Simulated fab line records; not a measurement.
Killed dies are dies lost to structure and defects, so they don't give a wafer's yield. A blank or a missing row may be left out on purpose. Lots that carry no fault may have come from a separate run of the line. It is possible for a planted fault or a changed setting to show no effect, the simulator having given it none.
Which tool did it? + flow gf180mcu + 24 lots with 72 wafers sampled at 5 steps, on a route of 602 steps

WHAT THE GAUGES READ, wafer by wafer
GF_STI_THK_MEAS_30. Usual: STI_OXIDATION_02_THK typically reads 10.08 nm, with standard deviation 0.17.
| lot  | measured    | on            | STI_OXIDATION_02_THK (nm) | flag |
|------|-------------|---------------|---------------------------|------|
| L074 | day 2 09:35 | film-metro-04 | 9.91 9.98 9.95            |      |
| L075 | day 2 13:19 | film-metro-04 | 9.89 9.84 10.03           |      |
| L076 | day 2 21:37 | film-metro-04 | 10.00 9.74 10.15          |      |
| L077 | day 2 21:37 | film-metro-02 | 10.19 10.27 10.24         |      |
| L078 | day 3 06:06 | film-metro-03 | 10.02 10.15 10.22         |      |
| L079 | day 3 07:41 | film-metro-04 | 10.08 9.99 10.09          |      |
| L080 | day 3 13:31 | film-metro-02 | 10.23 10.30 10.23         |      |
| L081 | day 3 21:18 | film-metro-02 | 9.83 9.87 9.72            |      |
| L082 | day 4 02:09 | film-metro-02 | 10.09 10.20 10.38         |      |
| L083 | day 4 04:44 | film-metro-03 | 10.18 10.14 10.00         |      |
| L084 | day 4 09:37 | film-metro-02 | 10.13 9.98 10.11          |      |
| L085 | day 4 16:16 | film-metro-03 | 10.22 10.24 10.31         |      |
| L086 | day 4 20:04 | film-metro-04 | 10.03 10.25 10.07         |      |
| L087 | day 5 00:26 | film-metro-02 | 10.01 10.05 10.01         |      |
| L088 | day 5 05:55 | film-metro-02 | 9.96 9.95 9.94            |      |
| L089 | day 5 10:59 | film-metro-03 | 9.99 9.95 9.82            |      |
| L090 | day 5 17:23 | film-metro-02 | 10.08 10.05 9.97          |      |
| L091 | day 5 21:33 | film-metro-03 | 9.93 10.16 9.99           |      |
| L092 | day 6 02:49 | film-metro-04 | 10.25 10.05 10.05         |      |
| L093 | day 6 08:19 | film-metro-02 | 9.93 10.06 10.09          |      |
| L094 | day 6 12:28 | film-metro-04 | 10.11 10.01 10.04         |      |
| L095 | day 6 20:52 | film-metro-04 | 9.97 9.98 9.82            |      |
| L096 | day 7 01:32 | film-metro-04 | 10.15 10.43 10.28         |      |
| L097 | day 7 04:59 | film-metro-02 | 10.48 10.41 10.52         |      |

GF_MIM_THK_MEAS_11: measures by xrf. Usual: MIM_ALCU_THK typically reads 196.7 nm, with standard deviation 2.5.
| lot  | measured     | on            | MIM_ALCU_THK (nm) | flag |
|------|--------------|---------------|-------------------|------|
| L074 | day 24 13:41 | film-metro-01 | 193.3 200.0 193.7 |      |
| L075 | day 24 20:42 | film-metro-01 | 192.9 194.7 193.7 |      |
| L076 | day 25 08:45 | film-metro-01 | 196.9 199.6 195.1 |      |
| L077 | day 25 13:38 | film-metro-01 | 197.3 198.8 198.4 |      |
| L078 | day 25 22:54 | film-metro-03 | 198.4 201.1 198.5 |      |
| L079 | day 26 06:36 | film-metro-01 | 197.7 197.6 194.6 |      |
| L080 | day 26 15:43 | film-metro-01 | 201.9 195.5 201.3 |      |
| L081 | day 27 02:26 | film-metro-03 | 199.0 196.3 197.0 |      |
| L082 | day 27 07:58 | film-metro-04 | 196.1 200.4 199.7 |      |
| L083 | day 27 12:50 | film-metro-04 | 195.9 197.3 197.0 |      |
| L084 | day 27 22:30 | film-metro-01 | 197.7 193.7 191.6 |      |
| L085 | day 28 08:59 | film-metro-03 | 200.5 194.8 199.1 |      |
| L086 | day 28 14:05 | film-metro-03 | 195.3 195.7 194.7 |      |
| L087 | day 28 18:59 | film-metro-01 | 195.6 195.6 199.1 |      |
| L088 | day 29 02:40 | film-metro-04 | 202.4 197.7 200.9 |      |
| L089 | day 29 09:37 | film-metro-04 | 194.9 193.2 193.6 |      |
| L090 | day 29 15:08 | film-metro-03 | 193.4 193.2 192.3 |      |
| L091 | day 30 03:57 | film-metro-01 | 195.9 197.4 196.8 |      |
| L092 | day 30 04:53 | film-metro-01 | 200.2 201.0 199.9 |      |
| L093 | day 30 09:00 | film-metro-01 | 197.4 198.4 204.2 |      |
| L094 | day 30 13:29 | film-metro-01 | 197.0 197.3 195.7 |      |
| L095 | day 31 02:40 | film-metro-01 | 196.9 196.4 195.0 |      |
| L096 | day 31 05:50 | film-metro-01 | 194.1 193.4 193.0 |      |
| L097 | day 31 09:41 | film-metro-01 | 195.3 199.7 195.5 |      |

WHAT TOOL EACH LOT RAN ON (gives the tool, then ch and the chambers of the sampled wafers, and finally the start)
| lot  | GF_LVPWELL_STRIP_10                 | GF_V3_CMP_26                  | GF_MIM_SPUTTER_07            |
|------|-------------------------------------|-------------------------------|------------------------------|
| L074 | plasma-asher-02 ch 0,1, day 3 23:12 | cmp-01 ch 1,3, day 22 13:19   | pvd-sputter-04, day 24 13:28 |
| L075 | plasma-asher-04 ch 0,1, day 4 02:47 | cmp-01 ch 0,2, day 22 20:53   | pvd-sputter-03, day 24 20:29 |
| L076 | plasma-asher-02 ch 0,1, day 4 13:24 | cmp-02 ch 1,2,3, day 23 09:34 | pvd-sputter-03, day 25 08:32 |
| L077 | plasma-asher-01 ch 0, day 4 14:02   | cmp-01 ch 0,1,3, day 23 13:55 | pvd-sputter-04, day 25 13:25 |
| L078 | plasma-asher-02 ch 0,1, day 4 22:06 | cmp-01 ch 1,2, day 23 23:18   | pvd-sputter-04, day 25 22:41 |
| L079 | plasma-asher-02 ch 0,1, day 5 00:47 | cmp-02 ch 1,2,3, day 24 08:19 | pvd-sputter-04, day 26 06:22 |
| L080 | plasma-asher-02 ch 0,1, day 5 06:17 | cmp-01 ch 1,2,3, day 24 18:01 | pvd-sputter-02, day 26 15:29 |
| L081 | plasma-asher-04 ch 0,1, day 5 15:04 | cmp-02 ch 0,3, day 25 05:49   | pvd-sputter-03, day 27 02:11 |
| L082 | plasma-asher-04 ch 0,1, day 5 19:53 | cmp-02 ch 0,1, day 25 11:10   | pvd-sputter-04, day 27 07:45 |
| L083 | plasma-asher-04 ch 0,1, day 5 23:56 | cmp-01 ch 0,1,2, day 25 17:07 | pvd-sputter-04, day 27 12:37 |
| L084 | plasma-asher-01 ch 0,1, day 6 05:38 | cmp-01 ch 0,1,2, day 26 01:05 | pvd-sputter-03, day 27 22:16 |
| L085 | plasma-asher-04 ch 1, day 6 12:26   | cmp-01 ch 0,2, day 26 12:28   | pvd-sputter-03, day 28 08:46 |
| L086 | plasma-asher-01 ch 0,1, day 6 17:35 | cmp-01 ch 1,3, day 26 17:22   | pvd-sputter-04, day 28 13:52 |
| L087 | plasma-asher-02 ch 0,1, day 6 21:20 | cmp-01 ch 0,1,2, day 26 23:19 | pvd-sputter-02, day 28 18:40 |
| L088 | plasma-asher-04 ch 0,1, day 7 03:06 | cmp-02 ch 0,1, day 27 06:31   | pvd-sputter-03, day 29 02:26 |
| L089 | plasma-asher-04 ch 0,1, day 7 09:26 | cmp-01 ch 0,2,3, day 27 14:00 | pvd-sputter-04, day 29 09:22 |
| L090 | plasma-asher-04 ch 0,1, day 7 14:51 | cmp-01 ch 0,1,2, day 27 19:46 | pvd-sputter-04, day 29 14:55 |
| L091 | plasma-asher-02 ch 0, day 7 22:20   | cmp-02 ch 0,1,2, day 28 08:56 | pvd-sputter-04, day 30 03:43 |
| L092 | plasma-asher-04 ch 0,1, day 8 01:39 | cmp-01 ch 1,2,3, day 28 10:41 | pvd-sputter-02, day 30 04:40 |
| L093 | plasma-asher-01 ch 0,1, day 8 07:44 | cmp-02 ch 1,2, day 28 14:27   | pvd-sputter-02, day 30 08:47 |
| L094 | plasma-asher-02 ch 0,1, day 8 12:32 | cmp-01 ch 2,3, day 28 19:57   | pvd-sputter-04, day 30 13:16 |
| L095 | plasma-asher-04 ch 0,1, day 8 21:56 | cmp-01 ch 2,3, day 29 09:38   | pvd-sputter-03, day 31 02:26 |
| L096 | plasma-asher-02 ch 0,1, day 9 03:31 | cmp-01 ch 0,1,2, day 29 13:33 | pvd-sputter-04, day 31 05:35 |
| L097 | plasma-asher-04 ch 0,1, day 9 06:32 | cmp-01 ch 0,2,3, day 29 17:11 | pvd-sputter-03, day 31 09:28 |
- GF_LVPWELL_STRIP_10: strips in O2/N2.
- GF_V3_CMP_26: polishes, stops on SiO2, t overpolish 15 s, target thk 0 nm.
- GF_MIM_SPUTTER_07: material TiN, target thk 60 nm, time 50 s.

AS READ BY THE TOOLS THEMSELVES (means over the sampled wafers that have a number; for cases with no such wafer, the mark the record gives instead)
GF_LVPWELL_STRIP_10. Usual: drypump-motor-current-A 6.0 A, standard deviation 0.36; heater-power-w 314 W, standard deviation 25; oes-product-au 0.722 a.u., standard deviation 0.0046; platen-temp-c 249.95 C, standard deviation 0.17; strip-time-to-endpoint-s 37.05 s, standard deviation 0.11.
| lot  | tool            | drypump-motor-current-A (A) | heater-power-w (W) | oes-product-au (a.u.) | platen-temp-c (C) | strip-time-to-endpoint-s (s) | flag |
|------|-----------------|-----------------------------|--------------------|-----------------------|-------------------|------------------------------|------|
| L074 | plasma-asher-02 | 6.0                         | 320                | 0.724                 | 250.07            | 37.08                        |      |
| L075 | plasma-asher-04 | 6.3                         | 324                | 0.724                 | 250.07            | 36.95                        |      |
| L076 | plasma-asher-02 | 6.0                         | 320                | 0.720                 | 250.10            | 37.03                        |      |
| L077 | plasma-asher-01 | 6.2                         | 240                | 0.719                 | 249.80            | 37.14                        |      |
| L078 | plasma-asher-02 | 5.8                         | 315                | 0.714                 | 250.05            | 36.87                        |      |
| L079 | plasma-asher-02 | 5.9                         | 311                | 0.718                 | 249.91            | 37.22                        |      |
| L080 | plasma-asher-02 | 5.8                         | 313                | 0.721                 | 249.90            | 37.17                        |      |
| L081 | plasma-asher-04 | 6.3                         | 322                | 0.719                 | 249.85            | 36.94                        |      |
| L082 | plasma-asher-04 | 6.3                         | 327                | 0.723                 | 250.07            | 37.07                        |      |
| L083 | plasma-asher-04 | 6.3                         | 330                | 0.721                 | 249.70            | 36.92                        |      |
| L084 | plasma-asher-01 | 5.8                         | 280                | 0.722                 | 249.88            | 37.05                        |      |
| L085 | plasma-asher-04 | 6.2                         | 314                | 0.718                 | 249.92            | 37.05                        |      |
| L086 | plasma-asher-01 | 5.8                         | 270                | 0.718                 | 250.02            | 36.98                        |      |
| L087 | plasma-asher-02 | 6.0                         | 323                | 0.726                 | 249.90            | 37.04                        |      |
| L088 | plasma-asher-04 | 6.3                         | 325                | 0.721                 | 250.00            | 37.11                        |      |
| L089 | plasma-asher-04 | 6.2                         | 316                | 0.717                 | 249.78            | 37.04                        |      |
| L090 | plasma-asher-04 | 6.3                         | 324                | 0.720                 | 249.99            | 37.12                        |      |
| L091 | plasma-asher-02 | 5.7                         | 303                | 0.721                 | 249.95            | 37.04                        |      |
| L092 | plasma-asher-04 | 6.3                         | 324                | 0.721                 | 249.86            | 36.85                        |      |
| L093 | plasma-asher-01 | 5.8                         | 272                | 0.723                 | 249.91            | 36.97                        |      |
| L094 | plasma-asher-02 | 5.8                         | 310                | 0.720                 | 249.96            | 37.15                        |      |
| L095 | plasma-asher-04 | 6.3                         | 322                | 0.721                 | 250.05            | 37.17                        |      |
| L096 | plasma-asher-02 | 5.8                         | 311                | 0.720                 | 250.01            | 37.06                        |      |
| L097 | plasma-asher-04 | 6.3                         | 315                | 0.724                 | 249.93            | 37.17                        |      |

GF_V3_CMP_26. Usual: motor-current-A 10.7 A, standard deviation 0.85; overpolish-run-s 15.001 s, standard deviation 0.0084; time-to-endpoint-s 86 s, standard deviation 4.5.
| lot  | tool   | motor-current-A (A) | overpolish-run-s (s) | time-to-endpoint-s (s) | flag |
|------|--------|---------------------|----------------------|------------------------|------|
| L074 | cmp-01 | 11.1                | 14.999               | 84                     |      |
| L075 | cmp-01 | 10.2                | 15.004               | 85                     |      |
| L076 | cmp-02 | 10.8                | 15.004               | 90                     |      |
| L077 | cmp-01 | 10.5                | 15.006               | 87                     |      |
| L078 | cmp-01 | 11.4                | 15.004               | 88                     |      |
| L079 | cmp-02 | 10.4                | 14.998               | 96                     |      |
| L080 | cmp-01 | 10.6                | 14.999               | 84                     |      |
| L081 | cmp-02 | 11.9                | 15.005               | 89                     |      |
| L082 | cmp-02 | 11.6                | 14.994               | 88                     |      |
| L083 | cmp-01 | 10.6                | 15.005               | 85                     |      |
| L084 | cmp-01 | 10.7                | 15.002               | 85                     |      |
| L085 | cmp-01 | 10.5                | 14.998               | 79                     |      |
| L086 | cmp-01 | 11.2                | 15.011               | 84                     |      |
| L087 | cmp-01 | 10.4                | 15.011               | 83                     |      |
| L088 | cmp-02 | 9.9                 | 15.005               | 89                     |      |
| L089 | cmp-01 | 10.2                | 14.999               | 85                     |      |
| L090 | cmp-01 | 10.8                | 15.006               | 86                     |      |
| L091 | cmp-02 | 10.9                | 14.991               | 90                     |      |
| L092 | cmp-01 | 10.8                | 15.007               | 84                     |      |
| L093 | cmp-02 | 10.3                | 14.994               | 87                     |      |
| L094 | cmp-01 | 10.8                | 14.998               | 85                     |      |
| L095 | cmp-01 | 10.6                | 15.003               | 89                     |      |
| L096 | cmp-01 | 11.0                | 15.010               | 84                     |      |
| L097 | cmp-01 | 10.4                | 14.997               | 86                     |      |

GF_MIM_SPUTTER_07. Usual: throttle-valve-pct 29.5 %, standard deviation 1.
| lot  | tool           | throttle-valve-pct (%) | flag |
|------|----------------|------------------------|------|
| L074 | pvd-sputter-04 | 29.5                   |      |
| L075 | pvd-sputter-03 | 29.8                   |      |
| L076 | pvd-sputter-03 | 30.5                   |      |
| L077 | pvd-sputter-04 | 28.6                   |      |
| L078 | pvd-sputter-04 | 28.9                   |      |
| L079 | pvd-sputter-04 | 29.3                   |      |
| L080 | pvd-sputter-02 | 29.7                   |      |
| L081 | pvd-sputter-03 | 30.9                   |      |
| L082 | pvd-sputter-04 | 29.0                   |      |
| L083 | pvd-sputter-04 | 29.1                   |      |
| L084 | pvd-sputter-03 | 30.4                   |      |
| L085 | pvd-sputter-03 | 30.0                   |      |
| L086 | pvd-sputter-04 | 30.3                   |      |
| L087 | pvd-sputter-02 | 29.3                   |      |
| L088 | pvd-sputter-03 | 30.4                   |      |
| L089 | pvd-sputter-04 | 28.1                   |      |
| L090 | pvd-sputter-04 | 29.0                   |      |
| L091 | pvd-sputter-04 | 28.8                   |      |
| L092 | pvd-sputter-02 | 29.6                   |      |
| L093 | pvd-sputter-02 | 29.5                   |      |
| L094 | pvd-sputter-04 | 29.8                   |      |
| L095 | pvd-sputter-03 | 29.6                   |      |
| L096 | pvd-sputter-04 | 29.1                   |      |
| L097 | pvd-sputter-03 | 30.6                   |      |

THE ANSWER, worked out from the rows above alone
Rule: a lot counts as off when the mean over its wafers that have a number is more than 3 standard deviations away from the usual mean. A lot without any number at a reading at which 4 lots or more have one is off too. The other lots that the step has rows for count as sound. The gauges are gone through in route order, then the tools' own readings, and for those a lot's mean is taken as printed above. At the first step where some lot is off, the reading lying furthest off is the one used; lots without a number count as furthest.
Across all readings shown, no lot is off: no conclusion can be drawn from this.

WHAT WAS PUT IN BY THE SIMULATOR
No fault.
